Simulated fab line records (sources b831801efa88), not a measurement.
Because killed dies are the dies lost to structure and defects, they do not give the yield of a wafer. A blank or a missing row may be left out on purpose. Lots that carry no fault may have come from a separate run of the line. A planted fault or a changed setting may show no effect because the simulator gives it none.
fab line records -- flow gf180mcu
[record] lots = 5, wafers = 15, last-day = 32
route steps=602 shown V3@438 M4@456
lots untouched by any fault: they come from a run of this same line in which no faults occurred
start-h: start of the lot's first displayed wafer, in hours after the record's first day -- wait-h: hours since the lot's step before -- " repeats the value in the row above -- L1.1+2: several wafers, shown together as one row -- - no value, or no start given -- * or withheld: withheld -- < > ~ a bound
route shown NAME@n: NAME is a module with steps in the file, n the number in the route of the first one -- usual: the fault-free wafers' mean and standard deviation -- same: alike in all rows -- chamber/n: place in a boat -- sites: each site's reading -- _std_site: how widely they spread, as a standard deviation -- _edge_site: the outer-site mean with the inner-site mean subtracted -- radius-mm: for every site, how far away it sits from the centre of the wafer -- mask NAME#n: copy n -- behind: tool/chamber where the wafer was last shaped -- hold: cause of the lot's hold/its duration in hours/its outcome -- device: names the non-switching transistor (n, p or np) -- end of line: at the end of the route, the tests of the same wafers -- a step given without rows: its recipe and nothing more -- killed: count of dies lost to structure and defects at first sort (not the wafer's yield) -- map: per-die view of a wafer (x killed, . not killed, _ where there is no die)
set.NAME: the run value of the setting; set.NAME@STEP: its run value at that earlier step -- model.NAME: the simulator's own value behind a step, which no gauge read
lots seen at some steps along the route; tables by step, rows by wafer
services: the hour from which a tool's chamber was out of use, counted from the record's first day as start-h (under 0 if before that day), plus the number of hours and why
[[steps]]
[step GF_V3_COAT_09]
[recipe] resist = KrF, spin-rpm = withheld, resist-thk-nm = 1000
lot.wafer,tool,chamber,start-h,wait-h
L079.1+4+5,litho-track-01,0,-,-
L081.2+3+4,litho-track-01,0,-,-
L083.2+4+5,litho-track-01,0,-,-
L087.1+2+6,litho-track-01,0,-,-
L088.1+2+6,litho-track-01,0,-,-
[step GF_V3_SOFTBAKE_10]
[recipe] temp-c = 130, time-s = 60, resist = KrF
[usual] heater-power-total-W = 93.06/0.056
lot.wafer,tool,chamber,start-h,wait-h,heater-power-total-W
L079.1,litho-track-01,0,-,-,93.08
L079.4,litho-track-01,0,-,-,93.17
L079.5,litho-track-01,0,-,-,93.07
L081.2,litho-track-01,0,-,-,93.11
L081.3,litho-track-01,0,-,-,93.07
L081.4,litho-track-01,0,-,-,93.10
L083.2,litho-track-01,0,-,-,92.96
L083.4,litho-track-01,0,-,-,92.98
L083.5,litho-track-01,0,-,-,92.98
L087.1,litho-track-01,0,-,-,93.00
L087.2,litho-track-01,0,-,-,92.94
L087.6,litho-track-01,0,-,-,93.03
L088.1,litho-track-01,0,-,-,93.01
L088.2,litho-track-01,0,-,-,93.07
L088.6,litho-track-01,0,-,-,93.10
[step GF_V3_EXPOSE_11]
[recipe] mask-id = Via3, target-cd-nm = 260, na = 0.68, source-shape = conventional, sigma-outer = 0.6, dose-mj = 38
[usual] reticle-temp-C = 22.98/0.11
lot.wafer,tool,chamber,start-h,wait-h,mask,reticle-temp-C
L079.1,krf-scanner-02,0,-,-,Via3#0,22.86
L079.4,krf-scanner-02,0,-,-,Via3#0,22.91
L079.5,krf-scanner-02,0,-,-,Via3#0,22.82
L081.2,krf-scanner-01,0,-,-,Via3#0,22.89
L081.3,krf-scanner-01,0,-,-,Via3#0,22.93
L081.4,krf-scanner-01,0,-,-,Via3#0,22.92
L083.2,krf-scanner-02,0,-,-,Via3#0,22.90
L083.4,krf-scanner-02,0,-,-,Via3#0,22.70
L083.5,krf-scanner-02,0,-,-,Via3#0,22.99
L087.1,krf-scanner-01,0,-,-,Via3#0,23.00
L087.2,krf-scanner-01,0,-,-,Via3#0,22.86
L087.6,krf-scanner-01,0,-,-,Via3#0,22.88
L088.1,krf-scanner-02,0,-,-,Via3#0,22.92
L088.2,krf-scanner-02,0,-,-,Via3#0,22.98
L088.6,krf-scanner-02,0,-,-,Via3#0,22.92
[step GF_V3_PEB_12]
[recipe] peb-temp-c = 135, peb-time-s = 90, resist = KrF
[usual] heater-power-total-W = 85.70/0.087
lot.wafer,tool,chamber,start-h,wait-h,heater-power-total-W
L079.1,litho-track-02,0,-,-,85.61
L079.4,litho-track-02,0,-,-,85.60
L079.5,litho-track-02,0,-,-,85.73
L081.2,litho-track-02,0,-,-,85.77
L081.3,litho-track-02,0,-,-,85.71
L081.4,litho-track-02,0,-,-,85.70
L083.2,litho-track-01,0,-,-,85.65
L083.4,litho-track-01,0,-,-,85.59
L083.5,litho-track-01,0,-,-,85.72
L087.1,litho-track-02,0,-,-,85.65
L087.2,litho-track-02,0,-,-,85.68
L087.6,litho-track-02,0,-,-,85.75
L088.1,litho-track-01,0,-,-,85.78
L088.2,litho-track-01,0,-,-,85.74
L088.6,litho-track-01,0,-,-,85.58
[step GF_V3_DEVELOP_13]
[recipe] develop-time-s = 60, resist = KrF, dev-temp-c = 21
[same] develop-time-s = 60
lot.wafer,tool,chamber,start-h,wait-h
L079.1+4+5,litho-track-02,0,563.53,0.2
L081.2+3+4,litho-track-02,0,584.86,0.2
L083.2+4+5,litho-track-01,0,590.89,0.2
L087.1+2+6,litho-track-02,0,619.68,0.2
L088.1+2+6,litho-track-01,0,630.16,0.2
[step GF_V3_CD_MEAS_14]
[recipe] target-cd-nm = 260
[usual] cd-nm = 260.1/1
lot.wafer,tool,chamber,start-h,wait-h,cd-nm
L079.1,cd-sem-01,-,563.68,0.1,259.5
L079.4,cd-sem-01,-,563.68,0.1,258.8
L079.5,cd-sem-01,-,563.68,0.1,259.9
L081.2,cd-sem-02,-,585.00,0.1,261.1
L081.3,cd-sem-02,-,585.00,0.1,261.5
L081.4,cd-sem-02,-,585.00,0.1,262.2
L083.2,cd-sem-01,-,591.03,0.1,259.7
L083.4,cd-sem-01,-,591.03,0.1,258.2
L083.5,cd-sem-01,-,591.03,0.1,259.4
L087.1,cd-sem-01,-,619.83,0.1,258.6
L087.2,cd-sem-01,-,619.83,0.1,259.7
L087.6,cd-sem-01,-,619.83,0.1,260.6
L088.1,cd-sem-01,-,630.31,0.1,258.9
L088.2,cd-sem-01,-,630.31,0.1,261.1
L088.6,cd-sem-01,-,630.31,0.1,258.7
[step GF_V3_OVL_MEAS_15]
[usual] V3_OVL = -3/5.9
lot.wafer,tool,chamber,start-h,wait-h,V3_OVL[nm]
L079.1,overlay-02,-,563.80,0.1,-3
L079.4,overlay-02,-,563.80,0.1,1
L079.5,overlay-02,-,563.80,0.1,-12
L081.2,overlay-02,-,585.11,0.1,8
L081.3,overlay-02,-,585.11,0.1,1
L081.4,overlay-02,-,585.11,0.1,5
L083.2,overlay-01,-,591.14,0.1,-4
L083.4,overlay-01,-,591.14,0.1,-7
L083.5,overlay-01,-,591.14,0.1,-8
L087.1,overlay-01,-,619.95,0.1,3
L087.2,overlay-01,-,619.95,0.1,3
L087.6,overlay-01,-,619.95,0.1,3
L088.1,overlay-01,-,630.43,0.1,2
L088.2,overlay-01,-,630.43,0.1,-13
L088.6,overlay-01,-,630.43,0.1,-12
[step GF_V3_ETCH_16]
[recipe] chemistry = N2/H2, target-depth-a = withheld, overetch-a = withheld, time-s = withheld, target = BARC, ion-energy-ev = 200, source-w = 500, bias-w = 100, pressure-mtorr = 30, n2-flow-sccm = 100, h2-flow-sccm = 200
[usual] drypump-motor-current-A = 5.7/0.51, oes-product-au = 0.855/0.0044, throttle-valve-pct = 13.225/0.0089
lot.wafer,tool,chamber,start-h,wait-h,drypump-motor-current-A,oes-product-au,throttle-valve-pct
L079.1,rie-diel-02,2,563.84,0.0,5.8,0.847,13.214
L079.4,rie-diel-02,0,563.84,0.0,4.8,0.854,13.222
L079.5,rie-diel-02,2,563.84,0.0,5.8,0.851,13.218
L081.2,rie-diel-03,2,585.14,0.0,6.4,0.848,13.234
L081.3,rie-diel-03,3,585.14,0.0,6.0,0.847,13.221
L081.4,rie-diel-03,3,585.14,0.0,6.0,0.853,13.220
L083.2,rie-diel-04,1,591.17,0.0,5.9,0.856,13.228
L083.4,rie-diel-04,2,591.17,0.0,5.6,0.856,13.229
L083.5,rie-diel-04,1,591.17,0.0,5.9,0.851,13.213
L087.1,rie-diel-04,1,619.99,0.0,5.9,0.862,13.222
L087.2,rie-diel-04,3,619.99,0.0,6.3,0.858,13.230
L087.6,rie-diel-04,3,619.99,0.0,6.4,0.849,13.228
L088.1,rie-diel-04,2,630.47,0.0,5.6,0.854,13.230
L088.2,rie-diel-04,1,630.47,0.0,5.9,0.858,13.207
L088.6,rie-diel-04,3,630.47,0.0,6.4,0.852,13.218
[step GF_V3_ETCH_17]
[recipe] chemistry = C4F8/O2/Ar, mask-material = KrF, target = SiO2, stop-on = TiN, source-w = 1500, bias-w = 1200, pressure-mtorr = 40, c4f8-flow-sccm = withheld, O2_flow_sccm = 6, Ar_flow_sccm = 300, time-s = withheld, target-depth-a = 6350
[usual] oes-product-au = 0.856/0.0042
lot.wafer,tool,chamber,start-h,wait-h,oes-product-au
L079.1,rie-diel-02,2,-,-,0.859
L079.4,rie-diel-02,0,-,-,0.851
L079.5,rie-diel-02,2,-,-,0.858
L081.2,rie-diel-03,2,-,-,0.854
L081.3,rie-diel-03,3,-,-,0.859
L081.4,rie-diel-03,3,-,-,0.852
L083.2,rie-diel-04,1,-,-,0.859
L083.4,rie-diel-04,2,-,-,0.858
L083.5,rie-diel-04,1,-,-,0.853
L087.1,rie-diel-04,1,-,-,0.856
L087.2,rie-diel-04,3,-,-,0.856
L087.6,rie-diel-04,3,-,-,0.854
L088.1,rie-diel-04,2,-,-,0.850
L088.2,rie-diel-04,1,-,-,0.857
L088.6,rie-diel-04,3,-,-,0.859
[step GF_V3_STRIP_18]
[recipe] chemistry = O2/N2, power-w = 1400, pressure-mtorr = 1500, platen-temp-c = 250, o2-flow-sccm = 3000, n2-flow-sccm = 300, overash-fraction = 0.5
[usual] drypump-motor-current-A = 6.1/0.38, heater-power-w = 317/28, oes-product-au = 0.594/0.0042
lot.wafer,tool,chamber,start-h,wait-h,drypump-motor-current-A,heater-power-w,oes-product-au,rf-hours-counter-h
L079.1,plasma-asher-04,0,563.97,-,5.5,341,0.588,14
L079.4,plasma-asher-04,1,563.97,-,5.2,354,0.595,-
L079.5,plasma-asher-04,0,563.97,-,5.5,336,0.595,-
L081.2,plasma-asher-03,1,585.27,-,6.5,305,0.596,48
L081.3,plasma-asher-03,1,585.27,-,6.6,314,0.595,-
L081.4,plasma-asher-03,0,585.27,-,6.1,357,0.587,-
L083.2,plasma-asher-03,1,591.30,-,6.6,310,0.598,49
L083.4,plasma-asher-03,0,591.30,-,6.1,362,0.599,-
L083.5,plasma-asher-03,1,591.30,-,6.5,307,0.592,-
L087.1,plasma-asher-02,0,620.12,-,6.2,289,0.596,84
L087.2,plasma-asher-02,1,620.12,-,6.2,316,0.602,84
L087.6,plasma-asher-02,0,620.12,-,6.3,276,0.593,-
L088.1,plasma-asher-03,1,630.60,-,6.6,304,0.590,54
L088.2,plasma-asher-03,0,630.60,-,6.1,348,0.594,54
L088.6,plasma-asher-03,0,630.60,-,6.1,355,0.594,-
[step GF_V3_STRIP_19]
[recipe] chemistry = post-etch-residue-remover, time-s = 1200, temp-c = 72.5
lot.wafer,tool,chamber,start-h,wait-h
L079.1+4+5,wet-bench-03,1,564.07,0.1
L081.2+3+4,wet-bench-01,3,585.37,0.1
L083.2+4+5,wet-bench-03,3,591.40,0.1
L087.1+2+6,wet-bench-01,2,620.22,0.1
L088.1+2+6,wet-bench-03,2,630.70,0.1
[step GF_V3_CLEAN_20]
[recipe] chemistry = DIW, dry = n2-spin
lot.wafer,tool,chamber,start-h,wait-h
L079.1+4+5,wet-bench-01,3,564.41,0.0
L081.2+3+4,wet-bench-03,0,585.71,0.0
L083.2+4+5,wet-bench-01,3,591.77,0.0
L087.1+2+6,wet-bench-03,0,620.56,0.0
L088.1+2+6,wet-bench-01,1,631.04,0.0
[step GF_V3_SPUTTER_21]
[recipe] material = Ti, target-thk-nm = 15, chamber-pressure-pa = 5, power-w = 2500, substrate-temp-c = 200, time-s = 80.02
[usual] throttle-valve-pct = 30.4/0.98
lot.wafer,tool,chamber,start-h,wait-h,throttle-valve-pct
L079.1,pvd-sputter-04,-,564.50,0.0,30.7
L079.4,pvd-sputter-04,-,564.50,0.0,29.4
L079.5,pvd-sputter-04,-,564.50,0.0,31.0
L081.2,pvd-sputter-02,-,585.80,0.0,30.7
L081.3,pvd-sputter-02,-,585.80,0.0,30.1
L081.4,pvd-sputter-02,-,585.80,0.0,31.7
L083.2,pvd-sputter-03,-,591.86,0.0,29.2
L083.4,pvd-sputter-03,-,591.86,0.0,33.0
L083.5,pvd-sputter-03,-,591.86,0.0,32.9
L087.1,pvd-sputter-02,-,620.65,0.0,30.6
L087.2,pvd-sputter-02,-,620.65,0.0,30.2
L087.6,pvd-sputter-02,-,620.65,0.0,31.7
L088.1,pvd-sputter-02,-,631.26,0.0,30.7
L088.2,pvd-sputter-02,-,631.26,0.0,30.2
L088.6,pvd-sputter-02,-,631.26,0.0,29.1
[step GF_V3_SPUTTER_22]
[recipe] material = TiN, target-thk-nm = 10, chamber-pressure-pa = 5, power-w = 4000, time-s = 40
[usual] throttle-valve-pct = 30.4/0.99
lot.wafer,tool,chamber,start-h,wait-h,throttle-valve-pct
L079.1,pvd-sputter-04,-,564.56,0.0,30.8
L079.4,pvd-sputter-04,-,564.56,0.0,29.4
L079.5,pvd-sputter-04,-,564.56,0.0,31.0
L081.2,pvd-sputter-02,-,585.86,0.0,30.6
L081.3,pvd-sputter-02,-,585.86,0.0,30.3
L081.4,pvd-sputter-02,-,585.86,0.0,31.7
L083.2,pvd-sputter-03,-,591.92,0.0,29.3
L083.4,pvd-sputter-03,-,591.92,0.0,33.0
L083.5,pvd-sputter-03,-,591.92,0.0,33.1
L087.1,pvd-sputter-02,-,620.71,0.0,30.9
L087.2,pvd-sputter-02,-,620.71,0.0,30.1
L087.6,pvd-sputter-02,-,620.71,0.0,31.6
L088.1,pvd-sputter-02,-,631.32,0.0,30.3
L088.2,pvd-sputter-02,-,631.32,0.0,30.3
L088.6,pvd-sputter-02,-,631.32,0.0,28.7
[step GF_V3_CVD_23]
[recipe] material = W, target-thk-nm = 350, time-s = 104.9, temp-c = 400, pressure-torr = 40
[usual] heater-power-w = 931/110
lot.wafer,tool,chamber,start-h,wait-h,heater-power-w
L079.1,cvd-w-01,1,564.60,0.0,790
L079.4,cvd-w-01,1,564.60,0.0,811
L079.5,cvd-w-01,0,564.60,0.0,1070
L081.2,cvd-w-02,1,585.94,0.1,944
L081.3,cvd-w-02,1,585.94,0.1,966
L081.4,cvd-w-02,1,585.94,0.1,952
L083.2,cvd-w-01,1,591.96,0.0,793
L083.4,cvd-w-01,0,591.96,0.0,1033
L083.5,cvd-w-01,0,591.96,0.0,1038
L087.1,cvd-w-01,1,620.75,0.0,805
L087.2,cvd-w-01,0,620.75,0.0,1082
L087.6,cvd-w-01,1,620.75,0.0,810
L088.1,cvd-w-01,1,631.36,0.0,783
L088.2,cvd-w-01,0,631.36,0.0,1070
L088.6,cvd-w-01,1,631.36,0.0,788
[step GF_V3_RS_MEAS_24]
[recipe] thk-meas-gauge = four-point-probe, reads = W_of_V3_CVD_23+TiN_of_V3_SPUTTER_22+Ti_of_V3_SPUTTER_21
[usual] V3_W_RS = 0.327/0.0032
lot.wafer,tool,chamber,start-h,wait-h,V3_W_RS[ohm/sq]
L079.1,film-metro-02,-,564.71,0.1,0.324
L079.4,film-metro-02,-,564.71,0.1,0.328
L079.5,film-metro-02,-,564.71,0.1,0.325
L081.2,film-metro-03,-,586.15,0.2,0.323
L081.3,film-metro-03,-,586.15,0.2,0.325
L081.4,film-metro-03,-,586.15,0.2,0.325
L083.2,film-metro-03,-,592.09,0.1,0.323
L083.4,film-metro-03,-,592.09,0.1,0.326
L083.5,film-metro-03,-,592.09,0.1,0.324
L087.1,film-metro-02,-,620.86,0.1,0.323
L087.2,film-metro-02,-,620.86,0.1,0.324
L087.6,film-metro-02,-,620.86,0.1,0.326
L088.1,film-metro-04,-,631.47,0.1,0.326
L088.2,film-metro-04,-,631.47,0.1,0.330
L088.6,film-metro-04,-,631.47,0.1,0.324
[step GF_V3_THK_MEAS_25]
[recipe] thk-meas-gauge = xrf, reads = W_of_V3_CVD_23
[usual] V3_W_THK = 361/6.4
lot.wafer,tool,chamber,start-h,wait-h,V3_W_THK[nm]
L079.1,film-metro-02,-,564.83,0.1,367
L079.4,film-metro-02,-,564.83,0.1,364
L079.5,film-metro-02,-,564.83,0.1,367
L081.2,film-metro-03,-,586.26,0.1,370
L081.3,film-metro-03,-,586.26,0.1,366
L081.4,film-metro-03,-,586.26,0.1,365
L083.2,film-metro-03,-,592.20,0.1,369
L083.4,film-metro-03,-,592.20,0.1,366
L083.5,film-metro-03,-,592.20,0.1,370
L087.1,film-metro-02,-,620.98,0.1,366
L087.2,film-metro-02,-,620.98,0.1,364
L087.6,film-metro-02,-,620.98,0.1,363
L088.1,film-metro-04,-,631.59,0.1,364
L088.2,film-metro-04,-,631.59,0.1,358
L088.6,film-metro-04,-,631.59,0.1,367
[step GF_V3_CMP_26]
[recipe] stop-on = SiO2, down-force-psi = 3.5, platen-rpm = 60, t-overpolish-s = 15, target-thk-nm = 0, pad-velocity-m-s = 0.94248
[usual] motor-current-A = 11.4/0.81, overpolish-run-s = 15.000/0.0089, slurry-filter-dp-kPa = 13.49/0.14, time-to-endpoint-s = 87/3.7
lot.wafer,tool,chamber,start-h,wait-h,motor-current-A,overpolish-run-s,slurry-filter-dp-kPa,time-to-endpoint-s
L079.1,cmp-01,1,564.89,0.1,11.5,14.998,13.50,92
L079.4,cmp-01,3,564.89,0.1,10.8,14.989,13.45,82
L079.5,cmp-01,2,564.89,0.1,10.8,14.996,13.45,89
L081.4,cmp-01,2,586.36,0.1,10.3,15.007,13.57,89
L081.2,cmp-01,3,586.36,0.1,11.1,14.997,13.64,91
L081.3,cmp-01,0,586.36,0.1,11.8,14.994,13.42,95
L083.4,cmp-01,1,592.25,0.0,11.2,14.994,13.43,89
L083.2,cmp-01,0,592.25,0.0,11.3,14.998,13.46,90
L083.5,cmp-01,1,592.25,0.0,11.0,14.990,13.33,90
L087.2,cmp-01,1,621.04,0.0,11.1,15.010,13.41,89
L087.1,cmp-01,3,621.04,0.0,10.2,14.990,13.55,80
L087.6,cmp-01,1,621.04,0.0,11.5,14.994,13.61,89
L088.1,cmp-02,1,631.65,0.1,11.8,14.995,13.37,88
L088.2,cmp-02,0,631.65,0.1,10.9,15.025,13.59,87
L088.6,cmp-02,1,631.65,0.1,11.3,15.001,13.57,83
[step GF_M4_SPUTTER_00]
[recipe] material = Ti, target-thk-nm = 37.5, arriving-ion-energy-ev = 80, substrate-temp-c = 200, chamber-pressure-pa = 2, power-w = 4000, time-s = 147.8
[usual] throttle-valve-pct = 30.0/1.2
lot.wafer,tool,chamber,start-h,wait-h,throttle-valve-pct
L079.1,pvd-sputter-01,-,565.19,0.2,30.7
L079.4,pvd-sputter-01,-,565.19,0.2,28.7
L079.5,pvd-sputter-01,-,565.19,0.2,30.7
L081.2,pvd-sputter-03,-,586.61,0.1,30.0
L081.3,pvd-sputter-03,-,586.61,0.1,29.4
L081.4,pvd-sputter-03,-,586.61,0.1,32.9
L083.2,pvd-sputter-01,-,592.55,0.1,30.7
L083.4,pvd-sputter-01,-,592.55,0.1,30.0
L083.5,pvd-sputter-01,-,592.55,0.1,30.6
L087.1,pvd-sputter-03,-,621.34,0.1,29.3
L087.2,pvd-sputter-03,-,621.34,0.1,32.9
L087.6,pvd-sputter-03,-,621.34,0.1,29.9
L088.1,pvd-sputter-02,-,631.95,0.2,30.0
L088.2,pvd-sputter-02,-,631.95,0.2,30.5
L088.6,pvd-sputter-02,-,631.95,0.2,29.0
[step GF_M4_SPUTTER_01]
[recipe] material = TiN, target-thk-nm = 30, power-w = 6500, time-s = 25, chamber-pressure-pa = 0.4
[usual] throttle-valve-pct = 30.0/1.2
lot.wafer,tool,chamber,start-h,wait-h,throttle-valve-pct
L079.1,pvd-sputter-01,-,565.29,0.1,30.6
L079.4,pvd-sputter-01,-,565.29,0.1,28.7
L079.5,pvd-sputter-01,-,565.29,0.1,30.5
L081.2,pvd-sputter-03,-,586.71,0.1,29.9
L081.3,pvd-sputter-03,-,586.71,0.1,29.4
L081.4,pvd-sputter-03,-,586.71,0.1,33.3
L083.2,pvd-sputter-01,-,592.65,0.1,30.6
L083.4,pvd-sputter-01,-,592.65,0.1,30.1
L083.5,pvd-sputter-01,-,592.65,0.1,30.3
L087.1,pvd-sputter-03,-,621.44,0.1,29.7
L087.2,pvd-sputter-03,-,621.44,0.1,32.8
L087.6,pvd-sputter-03,-,621.44,0.1,29.9
L088.1,pvd-sputter-02,-,632.05,0.1,30.1
L088.2,pvd-sputter-02,-,632.05,0.1,30.4
L088.6,pvd-sputter-02,-,632.05,0.1,28.9
[step GF_M4_SPUTTER_02]
[recipe] material = AlCu, target-thk-nm = 450, power-w = 10600, time-s = 23.9, chamber-pressure-pa = 0.4
[usual] throttle-valve-pct = 30.0/1.2
lot.wafer,tool,chamber,start-h,wait-h,throttle-valve-pct
L079.1,pvd-sputter-01,-,565.33,0.0,30.5
L079.4,pvd-sputter-01,-,565.33,0.0,29.0
L079.5,pvd-sputter-01,-,565.33,0.0,30.1
L081.2,pvd-sputter-03,-,586.74,0.0,29.8
L081.3,pvd-sputter-03,-,586.74,0.0,29.6
L081.4,pvd-sputter-03,-,586.74,0.0,33.1
L083.2,pvd-sputter-01,-,592.68,0.0,30.4
L083.4,pvd-sputter-01,-,592.68,0.0,29.7
L083.5,pvd-sputter-01,-,592.68,0.0,30.5
L087.1,pvd-sputter-03,-,621.47,0.0,29.4
L087.2,pvd-sputter-03,-,621.47,0.0,33.1
L087.6,pvd-sputter-03,-,621.47,0.0,29.8
L088.1,pvd-sputter-02,-,632.08,0.0,30.1
L088.2,pvd-sputter-02,-,632.08,0.0,30.6
L088.6,pvd-sputter-02,-,632.08,0.0,29.0
[step GF_M4_SPUTTER_03]
[recipe] material = Ti, target-thk-nm = 10, substrate-temp-c = 300, chamber-pressure-pa = 0.3, power-w = 3000, time-s = 6.7
[usual] throttle-valve-pct = 30.0/1.2
lot.wafer,tool,chamber,start-h,wait-h,throttle-valve-pct
L079.1,pvd-sputter-01,-,565.36,0.0,30.6
L079.4,pvd-sputter-01,-,565.36,0.0,29.2
L079.5,pvd-sputter-01,-,565.36,0.0,30.4
L081.2,pvd-sputter-03,-,586.77,0.0,30.0
L081.3,pvd-sputter-03,-,586.77,0.0,29.2
L081.4,pvd-sputter-03,-,586.77,0.0,32.8
L083.2,pvd-sputter-01,-,592.71,0.0,30.3
L083.4,pvd-sputter-01,-,592.71,0.0,29.9
L083.5,pvd-sputter-01,-,592.71,0.0,30.2
L087.1,pvd-sputter-03,-,621.50,0.0,29.5
L087.2,pvd-sputter-03,-,621.50,0.0,33.1
L087.6,pvd-sputter-03,-,621.50,0.0,30.2
L088.1,pvd-sputter-02,-,632.11,0.0,30.1
L088.2,pvd-sputter-02,-,632.11,0.0,31.0
L088.6,pvd-sputter-02,-,632.11,0.0,29.3
[step GF_M4_SPUTTER_04]
[recipe] material = TiN, target-thk-nm = 50, power-w = 6405, time-s = 41.7, chamber-pressure-pa = 0.4
[usual] throttle-valve-pct = 30.0/1.2
lot.wafer,tool,chamber,start-h,wait-h,throttle-valve-pct
L079.1,pvd-sputter-01,-,565.38,0.0,30.3
L079.4,pvd-sputter-01,-,565.38,0.0,29.1
L079.5,pvd-sputter-01,-,565.38,0.0,30.7
L081.2,pvd-sputter-03,-,586.79,0.0,30.1
L081.3,pvd-sputter-03,-,586.79,0.0,29.4
L081.4,pvd-sputter-03,-,586.79,0.0,32.9
L083.2,pvd-sputter-01,-,592.73,0.0,30.4
L083.4,pvd-sputter-01,-,592.73,0.0,29.9
L083.5,pvd-sputter-01,-,592.73,0.0,30.6
L087.1,pvd-sputter-03,-,621.52,0.0,29.3
L087.2,pvd-sputter-03,-,621.52,0.0,32.8
L087.6,pvd-sputter-03,-,621.52,0.0,29.9
L088.1,pvd-sputter-02,-,632.13,0.0,30.0
L088.2,pvd-sputter-02,-,632.13,0.0,30.7
L088.6,pvd-sputter-02,-,632.13,0.0,29.4
[step GF_M4_RS_MEAS_05]
[recipe] thk-meas-gauge = four-point-probe, reads = TiN_of_M4_SPUTTER_04+Ti_of_M4_SPUTTER_03+AlCu_of_M4_SPUTTER_02+TiN_of_M4_SPUTTER_01+Ti_of_M4_SPUTTER_00
[usual] M4_ALCU_RS = 0.0697/0.00068
lot.wafer,tool,chamber,start-h,wait-h,M4_ALCU_RS[ohm/sq]
L079.1,film-metro-01,-,565.42,0.0,0.0698
L079.4,film-metro-01,-,565.42,0.0,0.0690
L079.5,film-metro-01,-,565.42,0.0,0.0700
L081.2,film-metro-01,-,586.85,0.0,0.0709
L081.3,film-metro-01,-,586.85,0.0,0.0698
L081.4,film-metro-01,-,586.85,0.0,0.0695
L083.2,film-metro-04,-,592.79,0.0,0.0695
L083.4,film-metro-04,-,592.79,0.0,0.0688
L083.5,film-metro-04,-,592.79,0.0,0.0694
L087.1,film-metro-04,-,621.56,0.0,0.0695
L087.2,film-metro-04,-,621.56,0.0,0.0691
L087.6,film-metro-04,-,621.56,0.0,0.0696
L088.1,film-metro-04,-,632.17,0.0,0.0706
L088.2,film-metro-04,-,632.17,0.0,0.0698
L088.6,film-metro-04,-,632.17,0.0,0.0697
[[services]]
tool,chamber,start-h,hours,kind
rie-diel-03,-,529.11,0.2,repair
cvd-w-02,-,533.27,0.9,repair
krf-scanner-02,-,542.09,0.8,pm
cmp-02,-,545.42,0.8,repair
rie-diel-03,0,548.97,65.0,repair
krf-scanner-01,-,549.28,0.8,pm
pvd-sputter-03,2,562.77,-,consumable-replace:kit
pvd-sputter-03,2,562.77,18.0,scheduled-down
pvd-sputter-03,2,562.77,18.0,vent-cycle
pvd-sputter-03,-,571.32,8.4,repair
krf-scanner-02,-,571.87,1.0,pm
cmp-02,-,575.96,4.0,pm
pvd-sputter-02,2,581.52,-,consumable-replace:kit
pvd-sputter-02,2,581.52,18.0,scheduled-down
plasma-asher-04,-,584.24,17.2,pm
cvd-w-02,0,584.79,8.5,repair
krf-scanner-02,-,588.42,0.7,repair
cmp-02,-,591.54,3.5,pm
rie-diel-04,0,605.16,14.2,repair
plasma-asher-04,-,605.81,30.2,repair
cvd-w-01,-,613.39,1.4,repair
pvd-sputter-03,-,620.23,1.0,repair
krf-scanner-02,-,624.30,3.6,pm
rie-diel-03,-,626.37,1.4,repair
[[key]]
fault none
